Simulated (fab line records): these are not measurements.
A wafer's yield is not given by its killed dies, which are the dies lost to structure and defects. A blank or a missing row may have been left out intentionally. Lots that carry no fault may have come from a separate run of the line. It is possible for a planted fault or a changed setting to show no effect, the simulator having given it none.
The tool behind it: which one? || flow gf180mcu || 13 lots, 39 wafers sampled, at 3 steps of a route of 602

## WHAT THE GAUGES READ, wafer by wafer
GF_SAB_CD_MEAS_09 targets a cd of 420 nm. Usual: 419.4 nm for cd_nm, sd 2.6.
{"lot": "L755", "measured": "day 15 06:02", "on": "cd_sem-02", "cd_nm (nm)": "415.5 414.2 413.5", "flag": ""}
{"lot": "L756", "measured": "day 15 19:53", "on": "cd_sem-02", "cd_nm (nm)": "421.0 419.6 419.8", "flag": ""}
{"lot": "L758", "measured": "day 16 16:48", "on": "cd_sem-01", "cd_nm (nm)": "416.4 416.3 416.5", "flag": ""}
{"lot": "L759", "measured": "day 16 22:07", "on": "cd_sem-01", "cd_nm (nm)": "422.3 421.4 424.8", "flag": ""}
{"lot": "L765", "measured": "day 19 04:52", "on": "cd_sem-01", "cd_nm (nm)": "447.1 448.1 450.3", "flag": "OFF"}
{"lot": "L770", "measured": "day 20 22:44", "on": "cd_sem-02", "cd_nm (nm)": "419.8 419.4 421.1", "flag": ""}
{"lot": "L771", "measured": "day 21 05:32", "on": "cd_sem-02", "cd_nm (nm)": "419.9 416.7 420.6", "flag": ""}
{"lot": "L772", "measured": "day 21 12:43", "on": "cd_sem-01", "cd_nm (nm)": "420.1 423.2 421.3", "flag": ""}
{"lot": "L773", "measured": "day 21 19:52", "on": "cd_sem-02", "cd_nm (nm)": "415.1 416.8 417.3", "flag": ""}
{"lot": "L774", "measured": "day 22 05:57", "on": "cd_sem-01", "cd_nm (nm)": "424.3 424.8 422.5", "flag": ""}
{"lot": "L775", "measured": "day 22 17:44", "on": "cd_sem-02", "cd_nm (nm)": "421.5 420.5 418.0", "flag": ""}
{"lot": "L776", "measured": "day 22 23:58", "on": "cd_sem-02", "cd_nm (nm)": "420.0 421.8 417.6", "flag": ""}
{"lot": "L777", "measured": "day 23 05:20", "on": "cd_sem-01", "cd_nm (nm)": "415.5 416.8 415.6", "flag": ""}

GF_SALICIDE_THK_MEAS_05: measures by xrf. Usual: SALICIDE_TIN_THK gives 20.28 nm (standard deviation 0.28).
{"lot": "L755", "measured": "day 15 06:44", "on": "film_metro-01", "SALICIDE_TIN_THK (nm)": "20.43 20.54 20.39", "flag": ""}
{"lot": "L756", "measured": "day 15 20:34", "on": "film_metro-01", "SALICIDE_TIN_THK (nm)": "20.26 20.28 20.11", "flag": ""}
{"lot": "L758", "measured": "day 16 17:30", "on": "film_metro-04", "SALICIDE_TIN_THK (nm)": "20.32 20.52 20.21", "flag": ""}
{"lot": "L759", "measured": "day 16 22:48", "on": "film_metro-04", "SALICIDE_TIN_THK (nm)": "20.56 20.46 20.50", "flag": ""}
{"lot": "L765", "measured": "day 19 05:31", "on": "film_metro-04", "SALICIDE_TIN_THK (nm)": "19.89 20.14 20.16", "flag": ""}
{"lot": "L770", "measured": "day 20 23:26", "on": "film_metro-04", "SALICIDE_TIN_THK (nm)": "20.46 20.43 20.77", "flag": ""}
{"lot": "L771", "measured": "day 21 06:17", "on": "film_metro-02", "SALICIDE_TIN_THK (nm)": "20.34 20.22 20.26", "flag": ""}
{"lot": "L772", "measured": "day 21 13:22", "on": "film_metro-01", "SALICIDE_TIN_THK (nm)": "20.25 20.62 20.11", "flag": ""}
{"lot": "L773", "measured": "day 21 20:31", "on": "film_metro-01", "SALICIDE_TIN_THK (nm)": "20.33 20.47 20.48", "flag": ""}
{"lot": "L774", "measured": "day 22 06:35", "on": "film_metro-02", "SALICIDE_TIN_THK (nm)": "19.81 19.93 19.88", "flag": ""}
{"lot": "L775", "measured": "day 22 18:25", "on": "film_metro-01", "SALICIDE_TIN_THK (nm)": "20.14 20.16 20.08", "flag": ""}
{"lot": "L776", "measured": "day 23 00:37", "on": "film_metro-04", "SALICIDE_TIN_THK (nm)": "20.51 20.22 20.22", "flag": ""}
{"lot": "L777", "measured": "day 23 06:01", "on": "film_metro-02", "SALICIDE_TIN_THK (nm)": "20.10 20.08 20.10", "flag": ""}

## TOOL THAT RAN EACH LOT (tool first, then ch and the chambers of the sampled wafers, then the start)
{"lot": "L755", "GF_SAB_EXPOSE_06": "iline_stepper-01 ch 0, day 14 20:12"}
{"lot": "L756", "GF_SAB_EXPOSE_06": "iline_stepper-02 ch 0, day 15 08:40"}
{"lot": "L758", "GF_SAB_EXPOSE_06": "iline_stepper-02 ch 0, day 16 05:39"}
{"lot": "L759", "GF_SAB_EXPOSE_06": "iline_stepper-02 ch 0, day 16 10:49"}
{"lot": "L765", "GF_SAB_EXPOSE_06": "iline_stepper-02 ch 0, day 18 17:06"}
{"lot": "L770", "GF_SAB_EXPOSE_06": "iline_stepper-01 ch 0, day 20 10:38"}
{"lot": "L771", "GF_SAB_EXPOSE_06": "iline_stepper-02 ch 0, day 20 17:03"}
{"lot": "L772", "GF_SAB_EXPOSE_06": "iline_stepper-01 ch 0, day 21 00:53"}
{"lot": "L773", "GF_SAB_EXPOSE_06": "iline_stepper-02 ch 0, day 21 08:17"}
{"lot": "L774", "GF_SAB_EXPOSE_06": "iline_stepper-02 ch 0, day 21 17:55"}
{"lot": "L775", "GF_SAB_EXPOSE_06": "iline_stepper-02 ch 0, day 22 06:29"}
{"lot": "L776", "GF_SAB_EXPOSE_06": "iline_stepper-02 ch 0, day 22 12:22"}
{"lot": "L777", "GF_SAB_EXPOSE_06": "iline_stepper-01 ch 0, day 22 18:07"}
- GF_SAB_EXPOSE_06: exposes mask SAB, target cd 420 nm.

## WHAT THE TOOLS THEMSELVES READ (means of the sampled wafers that have a number; where no wafer has one, the mark that the record gives instead)
GF_SAB_EXPOSE_06. Usual: 0.0 nm for focus_offset_nm, sd 0.45.
{"lot": "L755", "tool": "iline_stepper-01", "focus_offset_nm (nm)": 0.2, "flag": ""}
{"lot": "L756", "tool": "iline_stepper-02", "focus_offset_nm (nm)": -0.4, "flag": ""}
{"lot": "L758", "tool": "iline_stepper-02", "focus_offset_nm (nm)": 0.8, "flag": ""}
{"lot": "L759", "tool": "iline_stepper-02", "focus_offset_nm (nm)": 0.1, "flag": ""}
{"lot": "L765", "tool": "iline_stepper-02", "focus_offset_nm (nm)": -0.2, "flag": ""}
{"lot": "L770", "tool": "iline_stepper-01", "focus_offset_nm (nm)": -0.1, "flag": ""}
{"lot": "L771", "tool": "iline_stepper-02", "focus_offset_nm (nm)": -0.3, "flag": ""}
{"lot": "L772", "tool": "iline_stepper-01", "focus_offset_nm (nm)": 0.5, "flag": ""}
{"lot": "L773", "tool": "iline_stepper-02", "focus_offset_nm (nm)": 0.3, "flag": ""}
{"lot": "L774", "tool": "iline_stepper-02", "focus_offset_nm (nm)": 0.3, "flag": ""}
{"lot": "L775", "tool": "iline_stepper-02", "focus_offset_nm (nm)": 0.3, "flag": ""}
{"lot": "L776", "tool": "iline_stepper-02", "focus_offset_nm (nm)": -0.3, "flag": ""}
{"lot": "L777", "tool": "iline_stepper-01", "focus_offset_nm (nm)": -0.5, "flag": ""}

## THE ANSWER, worked out from the rows above alone
Rule: lot off if the mean of its wafers having a number is beyond 3 standard deviations from the usual mean. Also off: a lot with no number at a reading for which 4 or more lots have one. The other lots that the step has rows for count as sound. First the gauges in route order, then the tools' own readings, where a lot's mean is used as printed above. The first step at which some lot is off is used, and at that step the reading that is off furthest; a lot without a number counts as furthest.
Off: L765, at GF_SAB_CD_MEAS_09 (cd_nm).
A tool fits if, at a process step before that reading, it ran every lot that is off, and no sound lot after the first of them. Those tools and the gauges at GF_SAB_CD_MEAS_09 are tried in the same way. Of those tried, none fits.

## WHAT HAD BEEN PUT IN BY THE SIMULATOR
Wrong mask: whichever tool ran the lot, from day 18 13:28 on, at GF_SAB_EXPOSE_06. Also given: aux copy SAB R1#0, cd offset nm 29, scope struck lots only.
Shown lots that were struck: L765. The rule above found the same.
